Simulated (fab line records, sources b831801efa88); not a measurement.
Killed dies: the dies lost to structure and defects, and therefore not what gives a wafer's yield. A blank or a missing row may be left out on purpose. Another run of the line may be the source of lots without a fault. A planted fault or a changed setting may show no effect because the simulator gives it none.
Which of the tools did it?	flow gf180mcu	42 wafers from 14 lots sampled at 6 of the route's 602 steps

== WHAT THE GAUGES READ, wafer by wafer ==
GF_MVPSD_OVL_MEAS_07.
lot	measured	on	MVPSD_OVL (nm)
L767	day 4 23:29	overlay-01	-1.9 -1.7 -2.5
L768	day 5 08:16	overlay-01	-1.0 -1.1 -0.6
L769	day 5 12:47	overlay-01	-1.6 -2.3 -1.0
L770	day 5 16:59	overlay-02	-0.2 0.5 1.4
L771	day 6 00:26	overlay-01	-0.9 -0.1 -3.0
L776	day 7 04:23	overlay-02	1.4 -1.1 1.2
L777	day 7 14:02	overlay-01	- - -
L778	day 7 18:23	overlay-02	- - -
L780	day 8 05:29	overlay-02	-1.0 0.6 -0.7
L781	day 8 11:16	overlay-02	-0.1 -1.0 0.8
L784	day 9 05:31	overlay-02	-0.8 -0.4 -2.5
L785	day 9 12:07	overlay-02	0.5 2.3 -0.2
L787	day 9 22:32	overlay-01	-0.9 -1.7 -1.2
L788	day 10 03:59	overlay-02	-2.5 1.4 -1.4

GF_MVPSD_TW_MEAS_11.
lot	measured	on	MVPSD_TW
L767	day 4 23:56	film_metro-04	554 556 554
L768	day 5 08:43	film_metro-02	559 557 555
L769	day 5 13:13	film_metro-04	559 558 560
L770	day 5 17:25	film_metro-01	548 546 545
L771	day 6 00:53	film_metro-04	551 552 555
L776	day 7 04:49	film_metro-02	559 560 562
L777	day 7 14:29	film_metro-02	30 30 30
L778	day 7 18:49	film_metro-02	30 31 30
L780	day 8 05:55	film_metro-02	561 562 560
L781	day 8 11:43	film_metro-01	553 551 550
L784	day 9 05:57	film_metro-02	555 557 556
L785	day 9 12:34	film_metro-02	553 556 558
L787	day 9 22:58	film_metro-04	553 550 554
L788	day 10 04:25	film_metro-01	554 552 551

GF_VT_IMPLANT_OVL_MEAS_29.
lot	measured	on	VT_IMPLANT_02_OVL (nm)
L767	day 6 19:14	overlay-01	0.1 -2.0 -0.4
L768	day 7 04:07	overlay-01	-0.8 -0.4 -0.5
L769	day 7 10:05	overlay-01	-0.5 0.0 -1.1
L770	day 7 16:05	overlay-02	0.2 0.2 1.6
L771	day 7 23:44	overlay-01	-2.8 -2.7 -3.1
L776	day 9 05:55	overlay-01	-0.4 -0.2 -2.5
L777	day 9 16:05	overlay-02	-1.5 -2.4 -2.9
L778	day 9 20:41	overlay-01	-3.0 -3.4 -2.9
L780	day 10 08:35	overlay-01	3.7 1.3 1.4
L781	day 10 15:37	overlay-02	-0.6 -1.4 -0.2
L784	day 11 12:25	overlay-01	-1.9 -0.8 0.1
L785	day 11 19:31	overlay-01	-0.9 -2.0 -0.7
L787	day 12 06:44	overlay-01	-1.6 -2.7 -2.7
L788	day 12 11:26	overlay-01	-1.2 -2.2 -0.4

GF_VT_IMPLANT_RS_MEAS_48: uses a four-point probe to measure.
lot	measured	on	LVPWELL_RS (ohm/sq)
L767	day 7 11:10	film_metro-01	1190.6 1193.6 1193.4
L768	day 7 20:21	film_metro-02	1193.0 1193.7 1197.8
L769	day 8 03:23	film_metro-02	1200.5 1199.1 1198.8
L770	day 8 09:16	film_metro-02	1200.5 1198.5 1199.1
L771	day 8 16:21	film_metro-01	1197.7 1191.3 1195.0
L776	day 10 00:07	film_metro-04	1190.7 1195.7 1192.1
L777	day 10 10:11	film_metro-01	1194.0 1194.4 1193.0
L778	day 10 15:28	film_metro-02	1198.5 1201.6 1198.6
L780	day 11 04:13	film_metro-01	1197.6 1195.1 1196.4
L781	day 11 11:33	film_metro-04	1198.2 1195.2 1197.2
L784	day 12 08:04	film_metro-04	1196.3 1196.5 1197.9
L785	day 12 15:29	film_metro-01	1194.8 1196.2 1196.8
L787	day 13 03:26	film_metro-02	1201.3 1200.3 1199.3
L788	day 13 08:19	film_metro-04	1196.3 1196.9 1194.9

GF_DUAL_GATE_OVL_MEAS_11.
lot	measured	on	DUAL_GATE_OVL (nm)
L767	day 8 05:08	overlay-02	-0.1 -0.2 0.1
L768	day 8 15:07	overlay-01	0.4 -0.3 -0.1
L769	day 8 21:22	overlay-01	-0.3 -1.4 1.7
L770	day 9 04:19	overlay-01	-2.8 -0.6 -1.2
L771	day 9 11:44	overlay-02	1.9 0.8 0.1
L776	day 10 19:43	overlay-01	1.2 0.5 -0.1
L777	day 11 06:47	overlay-02	-1.0 -2.0 -1.9
L778	day 11 11:43	overlay-02	-0.9 -0.9 -1.9
L780	day 12 02:38	overlay-02	-4.0 -3.1 -4.3
L781	day 12 07:40	overlay-01	0.7 0.4 2.4
L784	day 13 05:47	overlay-01	1.8 0.7 2.1
L785	day 13 12:25	overlay-01	-0.6 -0.8 -1.1
L787	day 14 02:13	overlay-02	-2.3 -1.4 -2.8
L788	day 14 07:10	overlay-02	-0.2 0.7 1.1

== EACH LOT AND THE TOOL THAT RAN IT (in order: tool; ch and the chambers of the sampled wafers; start) ==
lot	GF_MVPSD_DEVELOP_06
L767	litho_track-03 ch 0, day 4 23:00
L768	litho_track-03 ch 0, day 5 08:00
L769	litho_track-03 ch 0, day 5 12:00
L770	litho_track-01 ch 0, day 5 16:00
L771	litho_track-03 ch 0, day 6 00:00
L776	litho_track-01 ch 0, day 7 04:00
L777	litho_track-04 ch 0, day 7 13:00
L778	litho_track-04 ch 0, day 7 18:00
L780	litho_track-01 ch 0, day 8 05:00
L781	litho_track-03 ch 0, day 8 11:00
L784	litho_track-03 ch 0, day 9 05:00
L785	litho_track-03 ch 0, day 9 11:00
L787	litho_track-01 ch 0, day 9 22:00
L788	litho_track-01 ch 0, day 10 03:00
- GF_MVPSD_DEVELOP_06: develop time 60 s.

== WHAT THE TOOLS THEMSELVES READ (means of the sampled wafers that have a number; where no wafer has one, the mark that the record gives instead) ==
The record holds no such reading with a usual standard deviation.

== THE ANSWER, worked out from the rows above alone ==
Rule: the usual values come from the lots themselves. The widest of any qualifying gaps counts: lots, ordered by their means at a reading, are off when they make up no more than a third of the lots, leave a main group of 4 or more, and stand apart from it by 3 or more times the standard deviation of that group's means. A main group is skipped when, at the precision printed for the reading in the tables above, its means are all equal. A lot without any number at a reading at which 4 lots or more have one is off too. All remaining lots with rows at the step are treated as sound. Order of review: gauges by route order, followed by the tools' own readings, for which a lot's mean as printed above is used. The first step at which some lot is off is used, and at that step the reading that is off furthest; a lot without a number counts as furthest.
Off: L777, L778, seen at GF_MVPSD_OVL_MEAS_07 (MVPSD_OVL). Without a number there: L777, L778. For the main group the mean is -0.6 nm and the standard deviation 0.9.
A tool fits if, at a process step before that reading, it ran every lot that is off, and no sound lot after the first of them. Not tried: the gauges at GF_MVPSD_OVL_MEAS_07; whatever is off there is also off at GF_MVPSD_TW_MEAS_11, on other tools, and gauge error can't account for it. One candidate fits, namely litho_track-04 at GF_MVPSD_DEVELOP_06. It ran no sound lot before its first lot that is off in this sample, so the start can't be narrowed down.

== WHAT HAD BEEN PUT IN BY THE SIMULATOR ==
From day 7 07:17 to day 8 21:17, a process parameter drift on litho_track-04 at GF_MVPSD_DEVELOP_06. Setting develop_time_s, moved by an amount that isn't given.
Struck lots among those shown: L777, L778. The rule given above showed the same thing.
